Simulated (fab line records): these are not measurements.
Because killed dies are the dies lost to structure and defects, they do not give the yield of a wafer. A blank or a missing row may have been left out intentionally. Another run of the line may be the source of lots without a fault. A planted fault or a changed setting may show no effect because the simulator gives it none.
Chamber matching -- flow sky130 -- SKY_VIA2_HDPCVD_00 on hdpcvd-02 has 3 sister chambers
The step deposits SiO2, target thk 1180 nm, time 196.7 s. 16 wafers are shown with their chamber, then 8 later ones without.

WAFERS WITH THEIR CHAMBER
wafer,chamber,run-length-s (s)
L391.1,0,225.3
L391.3,1,224.5
L391.6,2,224.1
L392.1,0,225.6
L392.3,2,223.8
L392.5,0,225.2
L393.2,2,223.7
L393.4,1,224.4
L393.5,0,225.5
L395.1,0,225.8
L395.2,1,224.2
L395.5,0,225.7
L405.4,0,225.4
L405.5,1,224.3
L405.6,2,223.9
L407.2,2,223.6

SIGNATURES (averages over the wafers above)
reading,chamber 0,chamber 1,chamber 2,scatter within a chamber
run-length-s,225.500,224.350,223.820,0.192
Rule: a wafer lies at a distance from a chamber equal to the root of the sum of squares, over the readings, of (its reading less the chamber's mean, divided by the reading's scatter). The wafer belongs to the nearest chamber; if the next one is less than 2 further off, it can't be placed. The scatter: take each reading less its chamber's mean, square it, sum over the shown wafers, divide by the number of wafers less the number of chambers, and take the root.

WAFERS WHOSE CHAMBER IS MISSING
wafer,run-length-s (s)
L407.5,224.5
L407.6,224.0
L409.3,224.0
L409.5,225.4
L409.6,224.3
L412.1,223.9
L412.3,225.6
L412.6,224.6

EACH ONE'S CHAMBER
wafer,from the rows above,in truth
L407.5,1,1
L407.6,can't be placed: 2 or 1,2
L409.3,can't be placed: 2 or 1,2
L409.5,0,0
L409.6,1,1
L412.1,can't be placed: 2 or 1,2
L412.3,0,0
L412.6,1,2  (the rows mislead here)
Correctly placed: 4 of 8. These rows do not allow placing 3 (true chamber among the candidates in 3). Wrongly placed: 1.
